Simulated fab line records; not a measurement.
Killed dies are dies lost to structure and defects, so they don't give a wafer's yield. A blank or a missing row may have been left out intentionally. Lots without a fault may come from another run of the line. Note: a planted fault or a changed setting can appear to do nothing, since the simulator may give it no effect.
Matching of chambers | flow gf180mcu | GF_V2_CVD_02 on pecvd-04: 3 sister chambers
The step deposits SiO2 from TEOS, target thk 850 nm, time 94.851 s. 3 wafers are shown with their chamber, then 8 later ones without.

== WAFERS WITH THEIR CHAMBER ==
wafer  | chamber | heater power w (W)
L082.1 | 1       | 616
L087.3 | 0       | 701
L088.1 | 2       | 845

== WAFERS MISSING THEIR CHAMBER ==
wafer  | heater power w (W)
L088.4 | 879
L088.5 | 594
L092.3 | 530
L092.4 | 872
L092.5 | 569
L097.1 | 657
L097.3 | 600
L097.5 | 680

== EACH ONE'S CHAMBER ==
wafer  | from the rows above     | in truth
L088.4 | 2                       | 2
L088.5 | 1                       | 1
L092.3 | 1                       | 1
L092.4 | 2                       | 2
L092.5 | 1                       | 1
L097.1 | can't be placed: 1 or 0 | 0
L097.3 | 1                       | 1
L097.5 | can't be placed: 0 or 1 | 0
6 of 8 placed correctly. Unplaceable from these rows: 2, with the true chamber sitting among the candidates in 2. 0 placed wrongly.
How it was worked out, from the rows above alone: a wafer's distance from a chamber is the root of the sum, over the readings, of the square of ((its reading less the chamber's mean) divided by the reading's scatter). If the next closest chamber is less than 2 further off than the closest, the wafer can't be placed; otherwise it belongs to the closest. For every chamber, the mean is computed from those of its wafers that are shown. The scatter (one wafer shown for each chamber): square how far every hidden wafer sits from the nearest shown wafer, average those squares and take the square root.
